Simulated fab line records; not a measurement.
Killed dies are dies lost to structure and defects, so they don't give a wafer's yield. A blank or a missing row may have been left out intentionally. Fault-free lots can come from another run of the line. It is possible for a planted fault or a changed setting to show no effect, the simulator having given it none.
fab line records + flow sfq_line
[record]
- lots = 6
- wafers = 18
- last_day = 96
route steps=325 shown M4@152 I4@163
lots with no fault: from the same line, run without faults
start_h: start of the lot's first displayed wafer, in hours after the record's first day + wait_h: how many hours have passed since the lot's step before this one + " the same as in the row above + L1.1+2: a row that stands for several wafers + - no value, or no start was given + * or withheld: withheld + < > ~ a bound
route shown NAME@n: a module of which the file shows steps, and the number in the route of the first + usual: average and standard deviation across the fault-free wafers + same: alike in all rows + chamber/n: place in a boat + sites: each site's reading + _std_site: standard deviation of those values + _edge_site: mean of outer sites minus mean of inner sites + radius_mm: how far each site lies from the wafer's centre + mask NAME#n: copy n + behind: tool/chamber where the wafer was last shaped + hold: the reason the lot was held/the length of the hold in hours/how it ended + device: the transistor (n, p or np) that didn't switch + end of line: the tests these same wafers got at the end of their route + step lacking rows: just its recipe + killed: not the wafer's yield, but the dies lost to structure and defects at the first sort + map: the dies of a wafer, with x for killed, . for not killed, _ for no die there
set.NAME: the setting as run; set.NAME@STEP: as run at that earlier step + model.NAME: the simulator's own value behind a step, which no gauge read
a table for each step, a row for each wafer; lots at some steps of the route
services: from which hour (start_h, from the record's first day; less than 0 if before it) a tool's chamber was out of use, for how many hours, and why
[[steps]]
[step SFQ_TRILAYER_M4_LITHO_COAT_098]
[recipe]
- resist = BARC
- spin_rpm = 3063
- resist_thk_nm = 62
[step SFQ_TRILAYER_M4_LITHO_COAT_093]
[recipe]
- resist = KrF
- spin_rpm = 3000
- resist_thk_nm = 600
[step SFQ_TRILAYER_M4_LITHO_SOFTBAKE_097]
[recipe]
- temp_c = withheld
- time_s = withheld
- resist = KrF
[step SFQ_TRILAYER_M4_LITHO_EXPOSE_094]
[recipe]
- mask_id = M4
- na = 0.6
- source_shape = conventional
- sigma_outer = 0.65
- target_cd_nm = 500
- dose_mj = 14.4
[step SFQ_TRILAYER_M4_LITHO_PEB_096]
[recipe]
- peb_temp_c = 115
- peb_time_s = 60
- resist = KrF
[step SFQ_TRILAYER_M4_LITHO_DEVELOP_095]
[recipe]
- time_s = 60
- resist = KrF
[step SFQ_M4_OVL_MEAS_926]
[usual]
- M4_OVL = 1/4.5
| lot.wafer | tool       | chamber | start_h | wait_h | M4_OVL[nm] |
|-----------|------------|---------|---------|--------|------------|
| L765.1    | overlay-01 | -       | 1197.64 | 0.1    | -5         |
| L765.5    | "          | -       | "       | "      | 5          |
| L765.6    | "          | -       | "       | "      | -3         |
| L772.2    | overlay-01 | -       | 1389.96 | 0.1    | -6         |
| L772.3    | "          | -       | "       | "      | -5         |
| L772.5    | "          | -       | "       | "      | -12        |
| L774.2    | overlay-02 | -       | 1403.28 | 0.1    | -4         |
| L774.5    | "          | -       | "       | "      | -1         |
| L774.6    | "          | -       | "       | "      | -7         |
| L782.2    | overlay-01 | -       | 1483.05 | 0.1    | 5          |
| L782.4    | "          | -       | "       | "      | 1          |
| L782.5    | "          | -       | "       | "      | -3         |
| L783.1    | overlay-01 | -       | 1489.97 | 0.1    | -3         |
| L783.2    | "          | -       | "       | "      | 4          |
| L783.4    | "          | -       | "       | "      | 1          |
| L785.1    | overlay-01 | -       | 1501.97 | 0.1    | 1          |
| L785.2    | "          | -       | "       | "      | 1          |
| L785.3    | "          | -       | "       | "      | 8          |
[step SFQ_TRILAYER_M4_BARC_OPEN_METAL_ETCH_123]
[recipe]
- mask_material = PR
- chemistry = O2
- target_depth_nm = 125
- target = BARC
- icp_w = 600
- bias_w = 80
- pressure_mtorr = 10
- time_s = 41.7
[usual]
- drypump_motor_current_A = 6.0/0.32
- oes_product_au = 0.682/0.0048
| lot.wafer | tool         | chamber | start_h | wait_h | drypump_motor_current_A | oes_product_au | rf_hours_counter_h |
|-----------|--------------|---------|---------|--------|-------------------------|----------------|--------------------|
| L765.1    | rie_metal-04 | 0       | 1197.67 | 0.0    | 5.7                     | 0.685          | 13                 |
| L765.5    | "            | 1       | "       | "      | 6.4                     | 0.685          | -                  |
| L765.6    | "            | 0       | "       | "      | 5.7                     | 0.684          | -                  |
| L772.2    | rie_metal-02 | 0       | 1389.99 | 0.0    | 5.5                     | 0.682          | 1                  |
| L772.3    | "            | 0       | "       | "      | 5.5                     | 0.684          | -                  |
| L772.5    | "            | 1       | "       | "      | 6.0                     | 0.686          | -                  |
| L774.2    | rie_metal-03 | 1       | 1403.31 | 0.0    | 5.8                     | 0.694          | 76                 |
| L774.5    | "            | 1       | "       | "      | 5.8                     | 0.679          | -                  |
| L774.6    | "            | 0       | "       | "      | 6.3                     | 0.678          | -                  |
| L782.2    | rie_metal-03 | 1       | 1483.08 | 0.0    | 5.8                     | 0.688          | 89                 |
| L782.4    | "            | 0       | "       | "      | 6.3                     | 0.683          | -                  |
| L782.5    | "            | 0       | "       | "      | 6.3                     | 0.686          | -                  |
| L783.1    | rie_metal-03 | 0       | 1490.01 | 0.0    | 6.3                     | 0.685          | 7                  |
| L783.2    | "            | 1       | "       | "      | 5.8                     | 0.687          | 90                 |
| L783.4    | "            | 1       | "       | "      | 5.8                     | 0.689          | -                  |
| L785.1    | rie_metal-03 | 0       | 1502.01 | 0.0    | 6.3                     | 0.681          | 9                  |
| L785.2    | "            | 1       | "       | "      | 5.9                     | 0.686          | 92                 |
| L785.3    | "            | 1       | "       | "      | 5.8                     | 0.686          | -                  |
[step SFQ_TRILAYER_M4_ETCH_METAL_ETCH_096]
[recipe]
- target = Nb
- stop_on = SiO2
- mask_material = PR
- chemistry = Cl2/Ar
- target_depth_nm = 240
- icp_w = 600
- bias_w = 80
- pressure_mtorr = 10
- time_s = 120
[usual]
- drypump_motor_current_A = 6.0/0.31
- oes_product_au = 0.894/0.0067
| lot.wafer | tool         | chamber | start_h | wait_h | drypump_motor_current_A | oes_product_au | rf_hours_counter_h |
|-----------|--------------|---------|---------|--------|-------------------------|----------------|--------------------|
| L765.1    | rie_metal-04 | 0       | 1197.73 | 0.0    | 5.7                     | 0.902          | 13                 |
| L765.5    | "            | 1       | "       | "      | 6.4                     | 0.897          | -                  |
| L765.6    | "            | 0       | "       | "      | 5.7                     | 0.896          | -                  |
| L772.2    | rie_metal-02 | 0       | 1390.05 | 0.0    | 5.5                     | 0.899          | 1                  |
| L772.3    | "            | 0       | "       | "      | 5.4                     | 0.890          | -                  |
| L772.5    | "            | 1       | "       | "      | 6.0                     | 0.902          | -                  |
| L774.2    | rie_metal-03 | 1       | 1403.37 | 0.0    | 5.8                     | 0.895          | 76                 |
| L774.5    | "            | 1       | "       | "      | 5.8                     | 0.893          | -                  |
| L774.6    | "            | 0       | "       | "      | 6.3                     | 0.890          | -                  |
| L782.2    | rie_metal-03 | 1       | 1483.14 | 0.0    | 5.8                     | 0.895          | 89                 |
| L782.4    | "            | 0       | "       | "      | 6.3                     | 0.898          | -                  |
| L782.5    | "            | 0       | "       | "      | 6.3                     | 0.897          | -                  |
| L783.1    | rie_metal-03 | 0       | 1490.07 | 0.0    | 6.3                     | 0.891          | 7                  |
| L783.2    | "            | 1       | "       | "      | 5.8                     | 0.904          | 90                 |
| L783.4    | "            | 1       | "       | "      | 5.8                     | 0.900          | -                  |
| L785.1    | rie_metal-03 | 0       | 1502.07 | 0.0    | 6.3                     | 0.890          | 9                  |
| L785.2    | "            | 1       | "       | "      | 5.8                     | 0.883          | 92                 |
| L785.3    | "            | 1       | "       | "      | 5.8                     | 0.890          | -                  |
[step SFQ_TRILAYER_M4_STRIP_STRIP_097]
[recipe]
- gas = O2
- power_w = 200
- platen_temp_c = 40
- overash_fraction = 0.65
- chemistry = O2
- pressure_mtorr = 50
[usual]
- drypump_motor_current_A = 5.9/0.32
- oes_product_au = 0.996/0.0065
- platen_temp_c = 39.99/0.12
[same]
- overash_fraction = 0.65
| lot.wafer | tool         | chamber | start_h | wait_h | drypump_motor_current_A | oes_product_au | platen_temp_c | rf_hours_counter_h |
|-----------|--------------|---------|---------|--------|-------------------------|----------------|---------------|--------------------|
| L765.1    | rie_metal-04 | 0       | 1197.86 | 0.1    | 5.7                     | 1.001          | 39.83         | 13                 |
| L765.5    | "            | 1       | "       | "      | 6.4                     | 0.993          | 40.20         | -                  |
| L765.6    | "            | 0       | "       | "      | 5.7                     | 0.996          | 40.01         | -                  |
| L772.2    | rie_metal-02 | 0       | 1390.17 | 0.1    | 5.4                     | 0.993          | 39.89         | 2                  |
| L772.3    | "            | 0       | "       | "      | 5.5                     | 0.994          | 39.81         | -                  |
| L772.5    | "            | 1       | "       | "      | 6.0                     | 1.002          | 39.93         | -                  |
| L774.2    | rie_metal-03 | 1       | 1403.50 | 0.1    | 5.8                     | 0.997          | 39.96         | 76                 |
| L774.5    | "            | 1       | "       | "      | 5.8                     | 0.999          | 39.86         | -                  |
| L774.6    | "            | 0       | "       | "      | 6.3                     | 1.003          | 39.75         | -                  |
| L782.2    | rie_metal-03 | 1       | 1483.26 | 0.1    | 5.8                     | 0.996          | 39.99         | 89                 |
| L782.4    | "            | 0       | "       | "      | 6.3                     | 1.003          | 40.00         | -                  |
| L782.5    | "            | 0       | "       | "      | 6.3                     | 0.995          | 40.06         | -                  |
| L783.1    | rie_metal-03 | 0       | 1490.20 | 0.1    | 6.4                     | 0.991          | 40.17         | 7                  |
| L783.2    | "            | 1       | "       | "      | 5.8                     | 0.992          | 40.06         | 90                 |
| L783.4    | "            | 1       | "       | "      | 5.8                     | 0.985          | 39.89         | -                  |
| L785.1    | rie_metal-03 | 0       | 1502.20 | 0.1    | 6.3                     | 1.008          | 40.16         | 9                  |
| L785.2    | "            | 1       | "       | "      | 5.8                     | 0.996          | 39.90         | 93                 |
| L785.3    | "            | 1       | "       | "      | 5.8                     | 0.992          | 39.72         | -                  |
[step SFQ_TRILAYER_M4_STRIP_SOLV_CLEAN_098]
[recipe]
- chemistry = NMP
- temp_c = 70
- time_s = 600
[step SFQ_TRILAYER_I4_DEP_PECVD_099]
[recipe]
- material = SiO2
- temp_c = 150
- time_s = 111.11
- pressure_torr = 2.4
- rf_w = 183.3
- precursor = SiH4/N2O
- target_thk_nm = 500
[usual]
- heater_power_w = 80/11
- rf_fwd_power_W = 182.3/0.66
- showerhead_vpp_V = 852/29
- throttle_valve_pct = 23.5/0.83
| lot.wafer | tool     | chamber | start_h | wait_h | heater_power_w | rf_fwd_power_W | showerhead_vpp_V | throttle_valve_pct | model.SiO2_of_TRILAYER_I4_DEP_PECVD_099.thk_nm |
|-----------|----------|---------|---------|--------|----------------|----------------|------------------|--------------------|------------------------------------------------|
| L765.1    | pecvd-01 | 2       | 1198.63 | 0.0    | 70             | 181.3          | 840              | 22.3               | 493.7                                          |
| L765.5    | "        | 0       | "       | "      | 87             | 181.0          | 822              | 23.9               | 494.9                                          |
| L765.6    | "        | 1       | "       | "      | 98             | 182.3          | 883              | 22.7               | 500.1                                          |
| L772.2    | pecvd-01 | 0       | 1390.96 | 0.0    | 97             | 151.8          | 750              | 25.0               | 478.5                                          |
| L772.3    | "        | 1       | "       | "      | 108            | 153.1          | 816              | 23.0               | 479.5                                          |
| L772.5    | "        | 2       | "       | "      | 91             | 153.3          | 773              | 22.6               | 481.6                                          |
| L774.2    | pecvd-01 | 0       | 1404.27 | 0.0    | 98             | 152.4          | 756              | 24.8               | 474.1                                          |
| L774.5    | "        | 0       | "       | "      | 82             | 153.0          | 756              | 24.9               | 481.8                                          |
| L774.6    | "        | 1       | "       | "      | 105            | 154.2          | 799              | 23.0               | 475.5                                          |
| L782.2    | pecvd-03 | 0       | 1484.05 | 0.0    | 68             | 181.7          | 911              | 24.3               | 485.6                                          |
| L782.4    | "        | 1       | "       | "      | 90             | 182.6          | 822              | 24.8               | 492.2                                          |
| L782.5    | "        | 2       | "       | "      | 85             | 182.7          | 839              | 24.1               | 499.7                                          |
| L783.1    | pecvd-02 | 0       | 1490.97 | 0.0    | 81             | 181.7          | 840              | 23.8               | 499.4                                          |
| L783.2    | "        | 1       | "       | "      | 65             | 182.6          | 834              | 22.6               | 500.4                                          |
| L783.4    | "        | 1       | "       | "      | 64             | 182.8          | 848              | 22.6               | 508.7                                          |
| L785.1    | pecvd-02 | 0       | 1502.97 | 0.0    | 87             | 182.0          | 823              | 23.6               | 493.8                                          |
| L785.2    | "        | 1       | "       | "      | 65             | 183.4          | 860              | 22.7               | 490.7                                          |
| L785.3    | "        | 2       | "       | "      | 87             | 182.3          | 880              | 23.9               | 497.7                                          |
[step SFQ_TRILAYER_I4_CMP_CMP_100]
[recipe]
- material = SiO2
- down_force_psi = 3
- platen_rpm = 60
- pad_velocity_m_s = 0.94248
[usual]
- motor_current_A = 10.1/1
- time_to_endpoint_s = 216/6.4
| lot.wafer | tool   | chamber | start_h | wait_h | motor_current_A | time_to_endpoint_s |
|-----------|--------|---------|---------|--------|-----------------|--------------------|
| L765.1    | cmp-02 | 1       | 1198.71 | 0.0    | 12.1            | 204                |
| L765.5    | "      | 1       | 1200.71 | 2.0    | 11.7            | 206                |
| L765.6    | "      | 2       | "       | "      | 11.5            | 213                |
| L772.3    | cmp-01 | 0       | 1392.14 | 1.1    | 10.0            | 202                |
| L772.2    | "      | 3       | 1393.64 | 2.6    | 10.2            | 198                |
| L772.5    | "      | 0       | "       | "      | 9.3             | 205                |
| L774.2    | cmp-02 | 3       | 1405.83 | 1.5    | 8.7             | 198                |
| L774.5    | "      | 1       | 1406.83 | 2.5    | 12.2            | 200                |
| L774.6    | "      | 2       | "       | "      | 11.3            | 198                |
| L782.4    | cmp-02 | 0       | 1496.00 | 11.9   | 8.5             | 217                |
| L782.2    | "      | 1       | "       | "      | 11.4            | 205                |
| L782.5    | "      | 0       | 1498.00 | 13.9   | 8.6             | 222                |
| L783.2    | cmp-02 | 3       | 1502.00 | 11.0   | 9.1             | 208                |
| L783.4    | "      | 0       | "       | "      | 8.9             | 220                |
| L783.1    | "      | 2       | 1503.50 | 12.5   | 11.4            | 208                |
| L785.2    | cmp-02 | 2       | 1514.00 | 11.0   | 11.0            | 211                |
| L785.1    | "      | 0       | 1515.00 | 12.0   | 8.6             | 212                |
| L785.3    | "      | 1       | "       | "      | 10.9            | 214                |
[step SFQ_I4_BOW_MEAS_927]
[recipe]
- mode = bow
[usual]
- I4_BOW = 3/12
| lot.wafer | tool          | chamber | start_h | wait_h | I4_BOW[um] |
|-----------|---------------|---------|---------|--------|------------|
| L765.1    | film_metro-02 | -       | 1201.71 | 2.5    | -9         |
| L765.5    | "             | -       | "       | "      | 2          |
| L765.6    | "             | -       | "       | "      | 11         |
| L772.2    | film_metro-02 | -       | 1395.16 | 1.0    | 6          |
| L772.3    | "             | -       | "       | "      | -11        |
| L772.5    | "             | -       | "       | "      | 9          |
| L774.2    | film_metro-03 | -       | 1407.85 | 1.5    | -3         |
| L774.5    | "             | -       | "       | "      | -1         |
| L774.6    | "             | -       | "       | "      | -3         |
| L782.2    | film_metro-02 | -       | 1499.02 | 2.0    | 6          |
| L782.4    | "             | -       | "       | "      | -5         |
| L782.5    | "             | -       | "       | "      | -4         |
| L783.1    | film_metro-02 | -       | 1505.00 | 1.0    | 1          |
| L783.2    | "             | -       | "       | "      | 19         |
| L783.4    | "             | -       | "       | "      | 7          |
| L785.1    | film_metro-04 | -       | 1517.00 | 1.5    | 3          |
| L785.2    | "             | -       | "       | "      | -5         |
| L785.3    | "             | -       | "       | "      | 2          |
[[services]]
| tool         | chamber | start_h | hours | kind   |
|--------------|---------|---------|-------|--------|
| pecvd-01     | -       | 1179.40 | 0.3   | repair |
| rie_metal-03 | 0       | 1185.84 | 1.7   | repair |
| rie_metal-03 | -       | 1190.64 | 2.8   | pm     |
| pecvd-02     | -       | 1193.00 | 2.8   | pm     |
| pecvd-02     | 0       | 1197.62 | 6.2   | repair |
| pecvd-03     | -       | 1203.47 | 2.8   | pm     |
| pecvd-01     | 0       | 1222.04 | 4.9   | repair |
| cmp-02       | -       | 1224.24 | 1.5   | repair |
| rie_metal-03 | -       | 1244.11 | 5.7   | repair |
| rie_metal-04 | 1       | 1249.74 | 12.6  | repair |
| cmp-01       | -       | 1250.48 | 4.0   | pm     |
| cmp-02       | -       | 1258.09 | 4.0   | pm     |
| pecvd-02     | -       | 1258.28 | 1.6   | repair |
| cmp-02       | -       | 1309.86 | 1.5   | repair |
| rie_metal-04 | -       | 1315.15 | 28.1  | pm     |
| pecvd-02     | -       | 1316.75 | 14.0  | pm     |
| cmp-02       | -       | 1316.89 | 6.2   | pm     |
| rie_metal-02 | -       | 1361.70 | 2.8   | pm     |
| rie_metal-03 | -       | 1379.84 | 1.4   | pm     |
| cmp-02       | -       | 1409.61 | 1.6   | repair |
| cmp-02       | -       | 1410.09 | 2.8   | repair |
| cmp-02       | -       | 1443.45 | 0.5   | repair |
| pecvd-01     | -       | 1452.14 | 0.5   | repair |
| pecvd-01     | 2       | 1486.82 | 6.4   | repair |
[[key]]
[first_sign]
- step = SFQ_TRILAYER_I4_DEP_PECVD_099
- reading = rf_fwd_power_W
- direction = down
- sigmas = 44
- usual = 182.3
- struck = 153.0
[effect]
- step = SFQ_TRILAYER_I4_DEP_PECVD_099
- reading = showerhead_vpp_V
- direction = down
- sigmas = 2.6
- usual = 852
- struck = 775
[effect]
- step = SFQ_TRILAYER_I4_CMP_CMP_100
- reading = time_to_endpoint_s
- direction = down
- sigmas = 2.6
- usual = *
- struck = *
[model_effect]
- step = SFQ_TRILAYER_I4_DEP_PECVD_099
- value = SiO2_of_TRILAYER_I4_DEP_PECVD_099.thk_nm
- without = 504
- struck = 478.5
met_at SFQ_TRILAYER_I4_DEP_PECVD_099
struck_wafers L772.2,L772.3,L772.5,L774.2,L774.5,L774.6
onset_between 1198.63 1390.96
[fault]
- kind = process_parameter_drift
- tool = pecvd-01
- chamber = -
- onset_h = 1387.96
- steps = SFQ_TRILAYER_I4_DEP_PECVD_099
- channel = rf_w
- offset = -29.328
- shape = step
- end_h = 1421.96
- acts_in = these_recipes_only
- stated = 183.3
